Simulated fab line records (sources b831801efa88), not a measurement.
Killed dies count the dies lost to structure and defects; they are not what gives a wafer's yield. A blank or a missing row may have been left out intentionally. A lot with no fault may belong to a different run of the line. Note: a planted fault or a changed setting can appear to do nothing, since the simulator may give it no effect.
fab line records + flow sky130
record:
- lots: 6
- wafers: 18
- lastDay: 50
route steps=708 shown CAP2M@610 METAL4@621 PAD_OPEN@708
lots with no fault: from the same line, run without faults
startH: hours from the record's opening day to when the first of the lot's shown wafers began + waitH: time in hours since the lot's previous step + " repeats the value in the row above + L1.1+2: a single row standing in for several wafers + - no value, or no start was given + * or withheld: withheld + < > ~ a bound
route shown NAME@n: names a module that has steps shown in the file, with the first one's number in the route + usual: average and standard deviation across the fault-free wafers + same: alike in all rows + chamber/n: place in a boat + sites: the reading at each site + _std_site: their standard deviation + _edge_site: outer sites' mean less inner sites' + radiusMm: for every site, how far away it sits from the centre of the wafer + mask NAME#n: copy n + behind: the tool/chamber that last shaped the wafer + hold: cause of the lot's hold/its duration in hours/its outcome + device: which transistor (n, p or np) failed to switch + end of line: the route-end tests of the same wafers + a step without rows: its recipe alone + killed: the dies lost at the first sort to structure and to defects; this is not the yield of the wafer + map: the dies of a wafer, with x for killed, . for not killed, _ for no die there
set.NAME: the setting that was run; set.NAME@STEP: the one run at that earlier step + model.NAME: the simulator's own value behind a step, which no gauge read
lots at selected steps of the route; one table per step, one row per wafer
services: from which hour (startH, from the record's first day; less than 0 if before it) a tool's chamber was out of use, for how many hours, and why
== steps ==
step: SKY_CAP2M_COAT_07
recipe:
- resist: NOVOLAK
- spinRpm: 3000
- resistThkNm: 1140
step: SKY_CAP2M_SOFTBAKE_08
recipe:
- tempC: 90
- timeS: 60
- resist: NOVOLAK
step: SKY_CAP2M_EXPOSE_09
recipe:
- maskId: CAP2M
- na: 0.6
- sourceShape: conventional
- sigmaOuter: 0.6
- polarization: unpolarized
- targetCdNm: 1000
- doseMj: 159
step: SKY_CAP2M_PEB_10
recipe:
- tempC: withheld
- timeS: *
- resist: NOVOLAK
step: SKY_CAP2M_DEVELOP_11
recipe:
- resist: NOVOLAK
- developer: TMAH
- developTimeS: 60
- devTempC: 23
step: SKY_CAP2M_OVL_MEAS_12
usual:
- CAP2M_OVL: 0.5/1.5
| lot.wafer | tool       | chamber | startH  | waitH | CAP2M_OVL[nm] |
|-----------|------------|---------|---------|-------|---------------|
| L982.2    | overlay-02 | -       | 974.85  | 0.1   | 2.0           |
| L982.5    | "          | -       | "       | "     | 1.7           |
| L982.6    | "          | -       | "       | "     | 0.3           |
| L986.2    | overlay-01 | -       | 1005.30 | 0.1   | -1.5          |
| L986.3    | "          | -       | "       | "     | -1.4          |
| L986.4    | "          | -       | "       | "     | -3.0          |
| L988.2    | overlay-02 | -       | 1026.30 | 0.1   | 0.5           |
| L988.3    | "          | -       | "       | "     | 2.2           |
| L988.6    | "          | -       | "       | "     | 2.1           |
| L996.1    | overlay-02 | -       | 1080.59 | 0.1   | 0.6           |
| L996.3    | "          | -       | "       | "     | 1.4           |
| L996.5    | "          | -       | "       | "     | 0.6           |
| L999.2    | overlay-02 | -       | 1083.14 | 0.1   | 0.9           |
| L999.5    | "          | -       | "       | "     | 2.6           |
| L999.6    | "          | -       | "       | "     | 2.5           |
| L102.2    | overlay-02 | -       | 1109.15 | 0.1   | 0.8           |
| L102.5    | "          | -       | "       | "     | -0.6          |
| L102.6    | "          | -       | "       | "     | -0.6          |
step: SKY_CAP2M_METAL_ETCH_13
recipe:
- targetDepthNm: 220
- stopOn: SiO2
- chemistry: Cl2/BCl3
- target: TiN
- pressureMtorr: 10
- icpW: 900
- biasW: 48.5
- Cl2_flow_sccm: 60
- bcl3FlowSccm: 30
- timeS: 62.9
usual:
- drypumpMotorCurrentA: 5.7/0.4
- oesProductAu: 0.944/0.007
- throttleValvePct: 21.901/0.01
| lot.wafer | tool        | chamber | startH  | waitH | drypumpMotorCurrentA | oesProductAu | rfHoursCounterH | throttleValvePct |
|-----------|-------------|---------|---------|-------|----------------------|--------------|-----------------|------------------|
| L982.2    | rieMetal-03 | 0       | 974.88  | 0.0   | 6.0                  | 0.947        | 1               | 21.896           |
| L982.5    | "           | 1       | "       | "     | 5.8                  | 0.942        | -               | 21.882           |
| L982.6    | "           | 0       | "       | "     | 6.0                  | 0.940        | -               | 21.893           |
| L986.2    | rieMetal-04 | 0       | 1005.33 | 0.0   | 6.2                  | 0.938        | 19              | 21.902           |
| L986.3    | "           | 1       | "       | "     | 5.4                  | 0.929        | -               | 21.914           |
| L986.4    | "           | 0       | "       | "     | 6.2                  | 0.942        | -               | 21.906           |
| L988.2    | rieMetal-04 | 0       | 1026.33 | 0.0   | 6.2                  | 0.936        | 20              | 21.907           |
| L988.3    | "           | 1       | "       | "     | 5.4                  | 0.953        | -               | 21.906           |
| L988.6    | "           | 1       | "       | "     | 5.4                  | 0.955        | -               | 21.888           |
| L996.1    | rieMetal-04 | 1       | 1080.63 | 0.0   | 5.4                  | 0.937        | 18              | 21.900           |
| L996.3    | "           | 1       | "       | "     | 5.4                  | 0.943        | -               | 21.903           |
| L996.5    | "           | 1       | "       | "     | 5.4                  | 0.936        | -               | 21.895           |
| L999.2    | rieMetal-01 | 0       | 1083.17 | 0.0   | 5.8                  | 0.942        | 20              | 21.892           |
| L999.5    | "           | 1       | "       | "     | 4.8                  | 0.946        | -               | 21.906           |
| L999.6    | "           | 0       | "       | "     | 5.8                  | 0.948        | -               | 21.904           |
| L102.2    | rieMetal-04 | 1       | 1109.18 | 0.0   | 5.4                  | 0.942        | 21              | 21.912           |
| L102.5    | "           | 0       | "       | "     | 6.2                  | 0.951        | -               | 21.900           |
| L102.6    | "           | 1       | "       | "     | 5.4                  | 0.942        | -               | 21.904           |
step: SKY_CAP2M_STRIP_14
recipe:
- chemistry: O2/N2
- powerW: 1400
- pressureMtorr: 1500
- platenTempC: withheld
- o2FlowSccm: 3000
- n2FlowSccm: 300
- overashFraction: 0.5
usual:
- drypumpMotorCurrentA: 5.4/0.54
- n2FlowSccm: 300.0/0.9
- oesProductAu: 0.709/0.0046
- stripTimeToEndpointS: 12.67/0.052
| lot.wafer | tool           | chamber | startH  | waitH | drypumpMotorCurrentA | n2FlowSccm | oesProductAu | rfHoursCounterH | stripTimeToEndpointS |
|-----------|----------------|---------|---------|-------|----------------------|------------|--------------|-----------------|----------------------|
| L982.2    | plasmaAsher-04 | 1       | 974.95  | 0.1   | 5.4                  | 301.1      | 0.712        | 116             | 12.64                |
| L982.5    | "              | 1       | "       | "     | 5.4                  | 299.9      | 0.713        | -               | 12.69                |
| L982.6    | "              | 0       | "       | "     | 4.7                  | 300.2      | 0.710        | -               | 12.64                |
| L986.2    | plasmaAsher-03 | 0       | 1005.41 | 0.1   | 5.6                  | 299.5      | 0.707        | 89              | 12.70                |
| L986.3    | "              | 1       | "       | "     | 5.5                  | 299.7      | 0.708        | -               | 12.64                |
| L986.4    | "              | 0       | "       | "     | 5.6                  | 300.1      | 0.707        | -               | 12.69                |
| L988.2    | plasmaAsher-04 | 1       | 1026.40 | 0.1   | 5.4                  | 298.8      | 0.714        | 121             | 12.71                |
| L988.3    | "              | 0       | "       | "     | 4.8                  | 299.3      | 0.714        | -               | 12.67                |
| L988.6    | "              | 1       | "       | "     | 5.4                  | 298.5      | 0.710        | -               | 12.66                |
| L996.1    | plasmaAsher-02 | 0       | 1080.78 | 0.1   | 6.6                  | 300.3      | 0.706        | 64              | 12.67                |
| L996.3    | "              | 1       | "       | "     | 6.1                  | 301.6      | 0.712        | -               | 12.59                |
| L996.5    | "              | 0       | "       | "     | 6.6                  | 300.0      | 0.716        | -               | 12.60                |
| L999.2    | plasmaAsher-04 | 0       | 1083.25 | 0.1   | 4.7                  | 299.2      | 0.701        | 2               | 12.65                |
| L999.5    | "              | 1       | "       | "     | 5.4                  | 299.7      | 0.703        | -               | 12.68                |
| L999.6    | "              | 0       | "       | "     | 4.8                  | 299.6      | 0.716        | -               | 12.68                |
| L102.2    | plasmaAsher-03 | 1       | 1109.26 | 0.1   | 5.5                  | 300.8      | 0.710        | 100             | 12.60                |
| L102.5    | "              | 1       | "       | "     | 5.5                  | 300.7      | 0.717        | -               | 12.66                |
| L102.6    | "              | 0       | "       | "     | 5.6                  | 298.5      | 0.712        | -               | 12.67                |
step: SKY_CAP2M_STRIP_15
recipe:
- chemistry: postEtchResidueRemover
- timeS: 1200
- tempC: 72.5
step: SKY_CAP2M_CLEAN_16
recipe:
- chemistry: IPA
- timeS: 180
- tempC: 25
step: SKY_CAP2M_CLEAN_17
recipe:
- chemistry: O3/DIW
- dry: n2Spin
step: SKY_METAL4_DEHYDRATE_05
recipe:
- tempC: 200
- timeS: 60
step: SKY_METAL4_HMDS_06
recipe:
- primeTimeS: 60
- primeTempC: 120
usual:
- primeTempC: 119.96/0.15
| lot.wafer | tool          | chamber | startH  | waitH | primeTempC |
|-----------|---------------|---------|---------|-------|------------|
| L982.2    | lithoTrack-03 | 0       | 986.87  | 0.1   | 119.76     |
| L982.5    | "             | 0       | "       | "     | 119.91     |
| L982.6    | "             | 0       | "       | "     | 119.59     |
| L986.2    | lithoTrack-03 | 0       | 1016.62 | 0.1   | 116.26     |
| L986.3    | "             | 0       | "       | "     | 116.17     |
| L986.4    | "             | 0       | "       | "     | 116.23     |
| L988.2    | lithoTrack-03 | 0       | 1036.72 | 0.1   | 115.84     |
| L988.3    | "             | 0       | "       | "     | 116.10     |
| L988.6    | "             | 0       | "       | "     | 116.07     |
| L996.1    | lithoTrack-04 | 0       | 1091.03 | 0.1   | 120.14     |
| L996.3    | "             | 0       | "       | "     | 120.11     |
| L996.5    | "             | 0       | "       | "     | 120.04     |
| L999.2    | lithoTrack-04 | 0       | 1094.26 | 0.1   | 120.12     |
| L999.5    | "             | 0       | "       | "     | 119.97     |
| L999.6    | "             | 0       | "       | "     | 120.24     |
| L102.2    | lithoTrack-03 | 0       | 1119.37 | 0.1   | 119.94     |
| L102.5    | "             | 0       | "       | "     | 119.99     |
| L102.6    | "             | 0       | "       | "     | 119.89     |
step: SKY_METAL4_COAT_07
recipe:
- resist: BARC
- tempC: withheld
- timeS: withheld
- spinRpm: 3000
- resistThkNm: 60
step: SKY_PAD_OPEN_PROBE_99
usual:
- defectLimitedYield: 82.9/2
- killed_at_M0_to_M3: 42/7.6
- killed_at_M4_up: 2.9/1.7
- killedAtContacts: 24/5.1
- killedAtFrontEnd: 15/4
- killedAtOther: 0.2/0.38
- killedDies: 84/9.9
- killedOpen: 46/7.2
- killedShort: 38/6.6
- sort_bin_3_pad_short: 0.9/0.38
- sort_bin_5_function: 10.2/1.5
- sort_bin_6_memory: 6.0/1
- sortNPass: 408/9.9
- sortYieldPct: 82.9/2
same:
- grossDies: 492
- killedAtBackSide: 0
- sort_bin_4_leakage[%]: 0
- sort_bin_8_speed[%]: 0
| lot.wafer | tool      | chamber | startH  | waitH | defectLimitedYield[%] | killed_at_M0_to_M3 | killed_at_M4_up | killedAtContacts | killedAtFrontEnd | killedAtOther | killedDies | killedOpen | killedShort | sort_bin_3_pad_short[%] | sort_bin_5_function[%] | sort_bin_6_memory[%] | sortNPass | sortYieldPct[%] |
|-----------|-----------|---------|---------|-------|-----------------------|--------------------|-----------------|------------------|------------------|---------------|------------|------------|-------------|-------------------------|------------------------|----------------------|-----------|-----------------|
| L982.2    | prober-01 | -       | 1095.19 | 0.1   | 83.7                  | 30                 | 2               | 25               | 23               | 0             | 80         | 32         | 48          | 1.2                     | 10.4                   | 4.7                  | 412       | 83.7            |
| L982.5    | prober-01 | -       | 1095.34 | 0.2   | 85.0                  | 33                 | 3               | 26               | 12               | 0             | 74         | 43         | 31          | 1.0                     | 8.1                    | 5.9                  | 418       | 85.0            |
| L982.6    | prober-01 | -       | 1095.39 | 0.2   | 85.8                  | 31                 | 1               | 21               | 17               | 0             | 70         | 42         | 28          | 0.8                     | 8.5                    | 4.9                  | 422       | 85.8            |
| L986.2    | prober-01 | -       | 1120.35 | 0.1   | 85.6                  | 39                 | 5               | 18               | 8                | 1             | 71         | 36         | 35          | 0.4                     | 9.1                    | 4.9                  | 421       | 85.6            |
| L986.3    | prober-01 | -       | 1120.40 | 0.2   | 87.0                  | 31                 | 1               | 19               | 13               | 0             | 64         | 31         | 33          | 0.4                     | 8.5                    | 4.1                  | 428       | 87.0            |
| L986.4    | prober-01 | -       | 1120.45 | 0.2   | 83.1                  | 46                 | 4               | 20               | 13               | 0             | 83         | 43         | 40          | 1.2                     | 11.0                   | 4.7                  | 409       | 83.1            |
| L988.2    | prober-01 | -       | 1135.87 | 0.1   | 86.2                  | 31                 | 2               | 22               | 13               | 0             | 68         | 39         | 29          | 0.6                     | 8.9                    | 4.3                  | 424       | 86.2            |
| L988.3    | prober-01 | -       | 1135.92 | 0.2   | 82.5                  | 55                 | 2               | 17               | 12               | 0             | 86         | 44         | 42          | 1.0                     | 10.6                   | 5.9                  | 406       | 82.5            |
| L988.6    | prober-01 | -       | 1136.07 | 0.2   | 84.3                  | 30                 | 2               | 28               | 17               | 0             | 77         | 34         | 43          | 1.4                     | 8.7                    | 5.5                  | 415       | 84.3            |
| L996.1    | prober-01 | -       | 1181.30 | 0.1   | 85.8                  | 30                 | 5               | 25               | 10               | 0             | 70         | 45         | 25          | 0.8                     | 8.3                    | 5.1                  | 422       | 85.8            |
| L996.3    | prober-01 | -       | 1181.40 | 0.2   | 82.1                  | 44                 | 5               | 23               | 16               | 0             | 88         | 51         | 37          | 0.6                     | 11.4                   | 5.9                  | 404       | 82.1            |
| L996.5    | prober-01 | -       | 1181.50 | 0.2   | 83.5                  | 37                 | 2               | 26               | 16               | 0             | 81         | 49         | 32          | 1.0                     | 10.2                   | 5.3                  | 411       | 83.5            |
| L999.2    | prober-02 | -       | 1184.60 | 0.1   | 80.7                  | 44                 | 4               | 24               | 23               | 0             | 95         | 49         | 46          | 1.2                     | 10.8                   | 7.3                  | 397       | 80.7            |
| L999.5    | prober-02 | -       | 1184.75 | 0.2   | 80.1                  | 54                 | 3               | 26               | 15               | 0             | 98         | 52         | 46          | 1.0                     | 11.4                   | 7.5                  | 394       | 80.1            |
| L999.6    | prober-02 | -       | 1184.80 | 0.2   | 85.2                  | 39                 | 2               | 18               | 14               | 0             | 73         | 42         | 31          | 0.6                     | 8.9                    | 5.3                  | 419       | 85.2            |
| L102.2    | prober-01 | -       | 1203.91 | 0.1   | 82.9                  | 50                 | 0               | 21               | 13               | 0             | 84         | 46         | 38          | 1.4                     | 8.9                    | 6.7                  | 408       | 82.9            |
| L102.5    | prober-01 | -       | 1204.06 | 0.2   | 85.4                  | 33                 | 2               | 26               | 11               | 0             | 72         | 40         | 32          | 0.8                     | 7.7                    | 6.1                  | 420       | 85.4            |
| L102.6    | prober-01 | -       | 1204.11 | 0.2   | 84.6                  | 43                 | 4               | 17               | 12               | 0             | 76         | 36         | 40          | 0.6                     | 9.1                    | 5.7                  | 416       | 84.6            |
killed by level:class
L982.2 FIELD_ISO:geometricParticle:short=7 LOCAL_INTERCONNECT:geometricParticle:short=7 CONTACT:geometricParticle:open=7 POLY_GATE:geometricParticle:short=6 METAL1:geometricParticle:short=6 VIA3:geometricParticle:open=6 POLY_GATE:geometricParticle:open=5 LI_CONTACT:geometricParticle:open=5
L982.5 LI_CONTACT:geometricParticle:open=10 CONTACT:geometricParticle:open=10 VIA2:geometricParticle:open=7 METAL1:geometricParticle:short=5 FIELD_ISO:geometricParticle:short=4 VIA1:geometricParticle:open=4 METAL2:geometricParticle:short=4 VIA2:geometricParticle:short=4
L982.6 CONTACT:geometricParticle:open=11 VIA1:geometricParticle:open=7 POLY_GATE:geometricParticle:open=6 VIA1:geometricParticle:short=6 LI_CONTACT:geometricParticle:open=5 VIA3:geometricParticle:open=5 VIA2:geometricParticle:short=4 FIELD_ISO:geometricParticle:short=3
L986.2 VIA1:geometricParticle:open=11 METAL1:geometricParticle:short=7 LI_CONTACT:geometricParticle:open=5 LOCAL_INTERCONNECT:geometricParticle:short=4 CONTACT:geometricParticle:open=4 METAL3:geometricParticle:short=4 FIELD_ISO:geometricParticle:short=3 LOCAL_INTERCONNECT:geometricParticle:open=3
L986.3 LI_CONTACT:geometricParticle:open=7 CONTACT:geometricParticle:short=6 CONTACT:geometricParticle:open=5 VIA2:geometricParticle:short=5 METAL1:geometricParticle:short=4 VIA2:geometricParticle:open=4 VIA3:geometricParticle:open=4 FIELD_ISO:geometricParticle:short=3
L986.4 VIA1:geometricParticle:open=11 METAL1:geometricParticle:short=8 CONTACT:geometricParticle:open=6 VIA1:geometricParticle:short=6 LI_CONTACT:geometricParticle:open=5 METAL2:geometricParticle:short=5 FIELD_ISO:geometricParticle:open=4 CONTACT:geometricParticle:short=4
L988.2 CONTACT:geometricParticle:open=8 LI_CONTACT:geometricParticle:open=7 VIA1:geometricParticle:open=6 METAL2:geometricParticle:short=5 VIA2:geometricParticle:open=4 VIA3:geometricParticle:open=4 POLY_GATE:geometricParticle:short=3 POLY_GATE:geometricParticle:open=3
L988.3 VIA3:geometricParticle:open=9 VIA1:geometricParticle:open=9 VIA2:geometricParticle:open=7 LOCAL_INTERCONNECT:geometricParticle:short=5 VIA1:geometricParticle:short=5 CONTACT:geometricParticle:open=5 METAL1:geometricParticle:short=5 METAL2:geometricParticle:short=5
L988.6 CONTACT:geometricParticle:short=10 POLY_GATE:geometricParticle:short=7 LI_CONTACT:geometricParticle:open=7 CONTACT:geometricParticle:open=6 VIA1:geometricParticle:open=5 METAL1:geometricParticle:short=4 VIA1:geometricParticle:short=4 METAL3:geometricParticle:short=4
L996.1 CONTACT:geometricParticle:open=9 VIA3:geometricParticle:open=9 LI_CONTACT:geometricParticle:open=8 VIA1:geometricParticle:open=6 FIELD_ISO:geometricParticle:open=4 CONTACT:geometricParticle:short=4 VIA3:geometricParticle:short=3 POLY_GATE:geometricParticle:short=2
L996.3 VIA1:geometricParticle:open=12 CONTACT:geometricParticle:open=12 METAL1:geometricParticle:short=9 FIELD_ISO:geometricParticle:open=7 VIA3:geometricParticle:open=7 LI_CONTACT:geometricParticle:open=5 METAL4:geometricParticle:short=5 VIA3:geometricParticle:short=4
L996.5 METAL1:geometricParticle:short=9 LI_CONTACT:geometricParticle:open=9 CONTACT:geometricParticle:open=9 VIA1:geometricParticle:open=8 VIA3:geometricParticle:open=6 FIELD_ISO:geometricParticle:open=5 FIELD_ISO:geometricParticle:short=4 POLY_GATE:geometricParticle:open=4
L999.2 CONTACT:geometricParticle:open=9 METAL2:geometricParticle:short=9 VIA1:geometricParticle:open=9 FIELD_ISO:geometricParticle:open=6 VIA3:geometricParticle:open=5 METAL1:geometricParticle:short=5 VIA1:geometricParticle:short=5 VIA2:geometricParticle:open=5
L999.5 CONTACT:geometricParticle:open=12 VIA1:geometricParticle:open=10 METAL2:geometricParticle:short=10 VIA2:geometricParticle:open=9 LI_CONTACT:geometricParticle:open=5 VIA1:geometricParticle:short=5 VIA2:geometricParticle:short=5 LI_CONTACT:geometricParticle:short=4
L999.6 VIA1:geometricParticle:open=10 CONTACT:geometricParticle:open=9 VIA2:geometricParticle:open=9 FIELD_ISO:geometricParticle:short=6 METAL1:geometricParticle:short=5 METAL2:geometricParticle:short=4 FIELD_ISO:geometricParticle:open=3 LOCAL_INTERCONNECT:geometricParticle:open=3
L102.2 VIA1:geometricParticle:open=15 METAL1:geometricParticle:short=8 LI_CONTACT:geometricParticle:open=6 METAL2:geometricParticle:short=6 VIA2:geometricParticle:open=6 FIELD_ISO:geometricParticle:open=5 LOCAL_INTERCONNECT:geometricParticle:short=5 VIA3:geometricParticle:open=5
L102.5 VIA1:geometricParticle:open=8 LI_CONTACT:geometricParticle:open=7 CONTACT:geometricParticle:open=7 LOCAL_INTERCONNECT:geometricParticle:short=6 VIA2:geometricParticle:open=5 VIA3:geometricParticle:open=5 POLY_GATE:geometricParticle:open=4 POLY_GATE:geometricParticle:short=4
L102.6 VIA1:geometricParticle:open=10 METAL1:geometricParticle:short=7 LI_CONTACT:geometricParticle:open=6 VIA1:geometricParticle:short=6 VIA2:geometricParticle:short=6 CONTACT:geometricParticle:open=5 LOCAL_INTERCONNECT:geometricParticle:short=4 METAL2:geometricParticle:short=4
== services ==
| tool           | chamber | startH  | hours | kind          |
|----------------|---------|---------|-------|---------------|
| plasmaAsher-03 | -       | 1009.94 | 2.8   | pm            |
| plasmaAsher-04 | -       | 1045.42 | 1.6   | repair        |
| plasmaAsher-04 | -       | 1055.25 | 9.0   | pm            |
| plasmaAsher-04 | 0       | 1055.25 | 9.0   | ventCycle     |
| plasmaAsher-04 | 1       | 1055.25 | 9.0   | ventCycle     |
| rieMetal-01    | 0       | 1061.78 | 1.9   | repair        |
| plasmaAsher-04 | 0       | 1064.25 | -     | clean         |
| plasmaAsher-04 | 1       | 1064.25 | -     | clean         |
| rieMetal-04    | 0       | 1079.92 | -     | clean         |
| rieMetal-04    | 0       | 1079.92 | 22.1  | scheduledDown |
| rieMetal-04    | 0       | 1079.92 | 22.1  | ventCycle     |
| plasmaAsher-02 | -       | 1095.07 | 1.7   | repair        |
| plasmaAsher-02 | -       | 1101.59 | 6.3   | repair        |
| rieMetal-03    | 1       | 1104.93 | 1.5   | repair        |
| plasmaAsher-03 | -       | 1110.73 | 1.4   | repair        |
== key ==
firstSign:
- step: SKY_METAL4_HMDS_06
- reading: primeTempC
- direction: down
- sigmas: 26
- usual: *
- struck: *
effect none on later readings
metAt SKY_METAL4_HMDS_06
struckWafers L986.2,L986.3,L986.4,L988.2,L988.3,L988.6
onsetBetween 986.87 1016.62
fault:
- kind: processParameterDrift
- tool: lithoTrack-03
- chamber: -
- onsetH: 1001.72
- steps: SKY_METAL4_HMDS_06
- channel: primeTempC
- offset: *
- shape: step
- endH: 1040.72
- actsIn: *
- stated: *
